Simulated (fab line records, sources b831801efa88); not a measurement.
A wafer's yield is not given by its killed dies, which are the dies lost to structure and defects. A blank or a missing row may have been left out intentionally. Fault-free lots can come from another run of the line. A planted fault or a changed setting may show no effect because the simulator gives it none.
Chamber matching | flow sky130 | SKY_LI_CONTACT_CMP_02 on cmp-01: 4 sister chambers
The step polishes PSG. 7 wafers are shown with their chamber, then 10 later ones without.

== WAFERS, EACH WITH ITS CHAMBER ==
wafer  | chamber | motor-current-A (A) | time-to-endpoint-s (s)
L163.2 | 3       | 12.3                | 28.9
L163.4 | 0       | 11.3                | 31.9
L165.1 | 3       | 11.9                | 31.6
L165.2 | 2       | 11.8                | 27.6
L165.4 | 1       | 14.5                | 31.7
L166.1 | 0       | 11.2                | 36.4
L166.3 | 2       | 11.5                | 31.8

== WAFERS MISSING THEIR CHAMBER ==
wafer  | motor-current-A (A) | time-to-endpoint-s (s)
L166.6 | 11.6                | 31.4
L171.2 | 11.3                | 31.6
L171.4 | 11.5                | 33.0
L171.5 | 11.8                | 29.4
L172.1 | 11.5                | 29.6
L172.5 | 10.8                | 28.8
L172.6 | 12.2                | 28.6
L173.2 | 12.0                | 29.6
L173.5 | 12.8                | 26.8
L173.6 | 12.0                | 32.3

== THE CHAMBER EACH PASSED THROUGH ==
wafer  | from the rows above          | in truth
L166.6 | can't be placed: 2 or 0 or 3 | 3
L171.2 | can't be placed: 0 or 2      | 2
L171.4 | can't be placed: 0 or 2 or 3 | 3
L171.5 | can't be placed: 2 or 3      | 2
L172.1 | can't be placed: 2 or 0      | 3
L172.5 | can't be placed: 0 or 2      | 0
L172.6 | can't be placed: 3 or 2      | 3
L173.2 | can't be placed: 3 or 2      | 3
L173.5 | 3                            | 3
L173.6 | can't be placed: 3 or 2      | 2
Correct placement for 1 of the 10. Not placeable from these rows: 9 (in 8, the candidates include the true chamber). 0 placed wrongly.
How it was worked out, from the rows above alone: a wafer's distance from a chamber is the root of the sum, over the readings, of the square of ((its reading less the chamber's mean) divided by the reading's scatter). The wafer belongs to the nearest chamber; if the next one is less than 2 further off, it can't be placed. Each chamber's mean is taken over the wafers shown for it. How the scatter is found: for the shown wafers, subtract from each reading the mean of its chamber, square and add these, divide the total by (wafers less chambers), then take the root.
